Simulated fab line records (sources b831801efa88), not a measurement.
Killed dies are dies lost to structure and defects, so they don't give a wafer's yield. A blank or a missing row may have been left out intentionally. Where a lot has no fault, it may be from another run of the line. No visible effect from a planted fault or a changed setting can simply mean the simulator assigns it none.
A lot that was struck, set against a sound lot || flow sky130 || 43 steps out of a route of 708
Sound: the wafers L536.2, L536.5, L536.6. Wafers struck: L551.1, L551.2, L551.3. The cause is given at the end.
Per side, at each step with rows, come the tool, then ch with its chambers, and then its first start. Under that, the readings that differ: sound wafers || struck wafers || difference of the means || sigmas: that difference in standard deviations of wafers without a fault.
alike: readings with means less than 2 such deviations apart, plus words and numbers identical on both sides. not compared: withheld readings, readings lacking a value on some wafer, bounds such as >300 that could conceal the same value, and numbers that have no deviation in the record and whose values overlap.
Wherever a step has rows on one side only, a row that says differs or no value, or a row with sigmas, the two part there. Non-overlapping numbers with no deviation appear without sigmas and do not part them. Lack of a reading on every wafer of one side parts them only where that side has two or more wafers.

first, 4 steps without rows for these wafers: SKY_METAL3_SOFTBAKE_09 (time 90 s); SKY_METAL3_EXPOSE_10 (exposes mask MM3, target cd 300 nm); SKY_METAL3_PEB_11; SKY_METAL3_DEVELOP_12 (develop time 60 s).
SKY_METAL3_CD_MEAS_13: target cd 300 nm.
  sound on cdSem-01, day 38 22:22; struck on cdSem-02, day 43 10:27
  alike: cdNm
SKY_METAL3_OVL_MEAS_14:
  sound on overlay-02, day 38 22:28; struck on overlay-01, day 43 10:34
  alike: METAL3_OVL
SKY_METAL3_DESCUM_15: chemistry O2, time 8 s.
  sound on rieMetal-02 ch 0,1, day 38 22:30; struck on rieMetal-01 ch 0,1, day 43 10:36
  alike: drypumpMotorCurrentA, oesProductAu
  not compared: rfHoursCounterH
then, 2 steps without rows for these wafers: SKY_METAL3_ETCH_16 (etches BARC in N2/H2, stops on SiO2, time 88.2 s, target depth 60 nm); SKY_METAL3_ETCH_17 (etches SiO2 in C4F8/O2/Ar, stops on TiN, time 3.9 s, target depth 15 nm).
SKY_METAL3_METAL_ETCH_18: etches the open film in Cl2/BCl3, stops on SiO2, target depth 845 nm, time 183.1 s.
  sound on rieMetal-01 ch 0,1, day 38 22:39; struck on rieMetal-02 ch 0,1, day 43 10:45
  alike: drypumpMotorCurrentA, oesProductAu, throttleValvePct
  not compared: rfHoursCounterH
then, 2 steps without rows for these wafers: SKY_METAL3_STRIP_19 (strips in O2/N2); SKY_METAL3_STRIP_20 (strips in post etch residue remover, time 1200 s).
SKY_METAL3_CLEAN_21: cleans in IPA, time 180 s.
  sound on wetBench-01 ch 2, day 38 23:16; struck on wetBench-01 ch 3, day 43 11:22
then, 2 steps without rows for these wafers: SKY_METAL3_CLEAN_22 (cleans in O3/DIW); SKY_VIA3_HDPCVD_00 (deposits SiO2, target thk 1635 nm, time 272.5 s).
SKY_VIA3_THK_MEAS_01:
  sound on filmMetro-02, day 38 23:36; struck on filmMetro-02, day 43 11:41
  alike: VIA3_HDPCVD_THK
SKY_VIA3_CMP_02: polishes SiO2.
  sound on cmp-01 ch 0,1, day 38 23:52; struck on cmp-01 ch 0,1,3, day 43 11:45
  alike: edgeZonePressureFrac, headPressurePsi, motorCurrentA
SKY_VIA3_BOW_MEAS_03:
  sound on filmMetro-04, day 39 00:11; struck on filmMetro-01, day 43 12:03
  alike: VIA3_BOW
then, 8 steps without rows for these wafers: SKY_VIA3_DEHYDRATE_04 (time 60 s); SKY_VIA3_HMDS_05 (prime time 60 s); SKY_VIA3_COAT_06 (resist thk 60 nm); SKY_VIA3_COAT_07 (resist thk 450 nm); SKY_VIA3_SOFTBAKE_08 (time 90 s); SKY_VIA3_EXPOSE_09 (exposes mask VIM3, target cd 200 nm); SKY_VIA3_PEB_10; SKY_VIA3_DEVELOP_11 (develop time 60 s).
SKY_VIA3_CD_MEAS_12: target cd 200 nm.
  sound on cdSem-02, day 40 00:19; struck on cdSem-01, day 44 10:11
  alike: cdNm
SKY_VIA3_OVL_MEAS_13:
  sound on overlay-02, day 40 00:25; struck on overlay-02, day 44 10:19
  alike: VIA3_OVL
then, 7 steps without rows for these wafers: SKY_VIA3_ETCH_14 (etches BARC in N2/H2, stops on SiO2, time 45.9 s, target depth 60 nm); SKY_VIA3_ETCH_15 (etches SiO2 in C4F8/O2/Ar, stops on TiN, target depth 507 nm, time 78 s); SKY_VIA3_STRIP_16 (strips in O2/N2); SKY_VIA3_STRIP_17 (strips in post etch residue remover, time 1200 s); SKY_VIA3_CLEAN_18 (cleans in IPA, time 180 s); SKY_VIA3_CLEAN_19 (cleans in O3/DIW); SKY_VIA3_SPUTTER_20 (material TiN, target thk 20 nm, time 80 s).
SKY_VIA3_CVD_21: deposits W, target thk 390 nm, time 117.31 s.
  sound on cvdW-02 ch 0,1, day 40 01:20; struck on cvdW-02 ch 0,1, day 44 11:06
  alike: heaterPowerW
SKY_VIA3_RS_MEAS_22: the measuring method here is four-point-probe.
  sound on filmMetro-02, day 40 01:28; struck on filmMetro-02, day 44 11:13
  alike: VIA3_W_RS
SKY_VIA3_THK_MEAS_23: measures by xrf.
  sound on filmMetro-02, day 40 01:35; struck on filmMetro-02, day 44 11:20
  alike: VIA3_W_THK
SKY_VIA3_CMP_24: polishes, stops on SiO2, t overpolish 20 s, target thk 0 nm.
  sound on cmp-02 ch 0,1,2, day 40 01:44; struck on cmp-01 ch 0,2,3, day 44 11:24
  alike: edgeZonePressureFrac, headPressurePsi, motorCurrentA, overpolishRunS, timeToEndpointS
then, 3 steps without rows for these wafers: SKY_METAL4_SPUTTER_00 (material Ti, target thk 15 nm, time 10 s); SKY_METAL4_SPUTTER_01 (material TiN, target thk 20 nm, time 16.7 s); SKY_METAL4_SPUTTER_02 (material AlCu, target thk 735 nm, time 39.1 s).
-- the record jumps here: 5 days lie between the struck wafers' starts before and after (it left off in module METAL4 and takes up again in module PAD_OPEN, whose first step shown is number 708 of the route) --
SKY_PAD_OPEN_PROBE_99:
  sound on prober-01, day 46 00:29; struck on prober-01, day 49 17:11
{"reading": "defectLimitedYield (%)", "sound": "80.9 80.7 82.3", "struck": "72.8 76.2 73.0", "difference": -7.3, "sigmas": -4}
{"reading": "killed_at_M0_to_M3", "sound": "41 45 44", "struck": "102 94 86", "difference": "+51", "sigmas": "+7"}
{"reading": "killedDies", "sound": "94 95 87", "struck": "134 117 133", "difference": "+36", "sigmas": "+4"}
{"reading": "sort_bin_3_pad_short (%)", "sound": "1.2 1.4 0.4", "struck": "3.5 2.8 2.2", "difference": "+1.8", "sigmas": "+5"}
{"reading": "sort_bin_5_function (%)", "sound": "12.4 12.0 8.5", "struck": "15.4 14.2 18.7", "difference": "+5.1", "sigmas": "+3"}
{"reading": "sortNPass", "sound": "398 397 405", "struck": "358 375 359", "difference": -36, "sigmas": -4}
{"reading": "sortYieldPct (%)", "sound": "80.9 80.7 82.3", "struck": "72.8 76.2 73.0", "difference": -7.3, "sigmas": -4}
{"reading": "model.etest.tester.sortNPass", "sound": "398 397 405", "struck": "358 375 359", "difference": -36, "sigmas": ""}
{"reading": "model.etest.tester.sortYieldPct (%)", "sound": "80.89 80.69 82.32", "struck": "72.76 76.22 72.97", "difference": -7.32, "sigmas": ""}
{"reading": "model.etest.tester.sort_bin_5_pct (%)", "sound": "12.4 11.99 8.537", "struck": "15.45 14.23 18.7", "difference": "+5.15", "sigmas": ""}
{"reading": "model.etest.tester.sort_bin_3_pct (%)", "sound": "1.22 1.423 0.4065", "struck": "3.455 2.846 2.236", "difference": "+1.829", "sigmas": ""}
  alike: killed_at_M4_up, killedAtContacts, killedAtFrontEnd, killedAtOther, killedOpen, killedShort, sort_bin_6_memory
  not compared: model.etest.tester.sort_bin_6_pct

WHERE THEY PART
Only at SKY_PAD_OPEN_PROBE_99, as far as this record shows.

WHY: what had been put in by the simulator
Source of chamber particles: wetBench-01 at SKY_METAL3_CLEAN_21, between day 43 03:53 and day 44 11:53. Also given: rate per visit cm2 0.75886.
